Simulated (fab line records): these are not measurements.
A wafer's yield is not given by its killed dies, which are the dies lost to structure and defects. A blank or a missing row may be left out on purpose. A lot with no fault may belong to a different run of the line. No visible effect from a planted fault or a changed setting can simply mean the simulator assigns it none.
One fault through the eyes of 2 desks -- flow sky130 -- each desk has only its own numbers; what lay behind them comes last

AT THE TOOL OWNER'S DESK: rie_si-01
The tool's own readings at SKY_FIELD_ISO_ETCH_17 (etches Si in HBr/Cl2/O2, target depth 342 nm, time 97.7 s): means of the sampled wafers that have a number, for each lot that ran on this tool. The brackets show how far a lot's mean lies from the usual mean; more than 4 standard deviations puts the lot out of limits, marked OUT.
Columns: A = drypump_motor_current_A at SKY_FIELD_ISO_ETCH_17, usual 5.8 A; B = mfc_cl2_sccm at SKY_FIELD_ISO_ETCH_17, usual 40.03 sccm; C = oes_product_au at SKY_FIELD_ISO_ETCH_17, usual 0.998 a.u.; D = run_length_s at SKY_FIELD_ISO_ETCH_17, usual 125.9 s; E = throttle_valve_pct at SKY_FIELD_ISO_ETCH_17, usual 25.657 %
lot,first seen here,A,B,C,D,E
L203,day 4 10:07,6.3,40.03,1.005,125.8,25.654
L209,day 5 18:22,5.8,40.02,0.998,118.8 (-16) OUT,25.667
L210,day 5 23:49,5.5,39.98,0.996,122.0 (-8.8) OUT,25.668
This desk's finding: out of limits on L209, L210; first on L209, day 5 18:22 (run_length_s at SKY_FIELD_ISO_ETCH_17). Within limits: L203.

THE METROLOGY DESK
What the gauges read for every lot (on any tool): the sampled wafers with a number, averaged. The brackets show how far a lot's mean lies from the usual mean; more than 4 standard deviations puts the lot out of limits, marked OUT.
Columns: A = cd_nm at SKY_FIELD_ISO_CD_MEAS_13, usual 149.6 nm
lot,first seen here,A
L201,day 3 23:32,149.8
L203,day 4 09:47,149.5
L206,day 5 01:33,148.4
L209,day 5 18:06,148.2
L210,day 5 23:31,151.8
L215,day 7 00:27,147.6
This desk's verdict: no lot among the 6 shows anything out of limits.

TAKEN TOGETHER
The tool owner's desk had the chance to raise an alarm at day 5 18:22 on L209, L210.
Nothing out of limits was seen by the metrology desk.
The metrology desk holds a record of L209, L210, inside its limits.
SKY_FIELD_ISO_ETCH_17 was run on rie_si-01 by each of the lots named.

WHAT THE SIMULATOR HAD INSERTED
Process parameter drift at SKY_FIELD_ISO_ETCH_17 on rie_si-01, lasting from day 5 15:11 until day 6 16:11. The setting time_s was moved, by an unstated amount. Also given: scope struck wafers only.
Lots struck among those shown: L209, L210.
Delay in hours, fault start to first out-of-limits reading, by desk: the tool owner's desk at 3.
